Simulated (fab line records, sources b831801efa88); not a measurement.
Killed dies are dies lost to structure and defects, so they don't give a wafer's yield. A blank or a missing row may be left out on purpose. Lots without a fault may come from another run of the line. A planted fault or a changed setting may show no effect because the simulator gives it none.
Chamber matching | flow sfq_line | SFQ_TRILAYER_I4_CMP_CMP_100 on cmp-01: 4 sister chambers
The step polishes SiO2. 4 wafers are shown with their chamber, then 9 later ones without.

WAFERS WITH THEIR CHAMBER
wafer  | chamber | motor_current_A (A)
L671.5 | 2       | 10.1
L672.3 | 1       | 8.4
L672.4 | 0       | 8.5
L672.6 | 3       | 9.6

WAFERS WITHOUT THEIR CHAMBER
wafer  | motor_current_A (A)
L678.4 | 9.7
L678.5 | 8.5
L678.6 | 9.3
L682.4 | 9.9
L682.2 | 8.4
L682.5 | 10.0
L683.2 | 9.3
L683.4 | 8.3
L683.5 | 10.2

WHICH CHAMBER EACH WENT THROUGH
wafer  | from the rows above     | in truth
L678.4 | can't be placed: 3 or 2 | 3
L678.5 | can't be placed: 0 or 1 | 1
L678.6 | 3                       | 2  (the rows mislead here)
L682.4 | can't be placed: 2 or 3 | 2
L682.2 | can't be placed: 1 or 0 | 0
L682.5 | can't be placed: 2 or 3 | 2
L683.2 | 3                       | 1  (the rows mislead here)
L683.4 | can't be placed: 1 or 0 | 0
L683.5 | 2                       | 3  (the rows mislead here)
Placed correctly: 0 of 9. Can't be placed from these rows: 6 (the true chamber is among the candidates in 6). Placed wrongly: 3.
How it was worked out, from the rows above alone: a wafer's distance from a chamber is the root of the sum, over the readings, of the square of ((its reading less the chamber's mean) divided by the reading's scatter). The wafer belongs to the nearest chamber; if the next one is less than 2 further off, it can't be placed. A chamber's mean is the mean of its shown wafers. The scatter: with one shown wafer a chamber, the root of the mean of the squares of how far each hidden wafer lies from its nearest shown one.
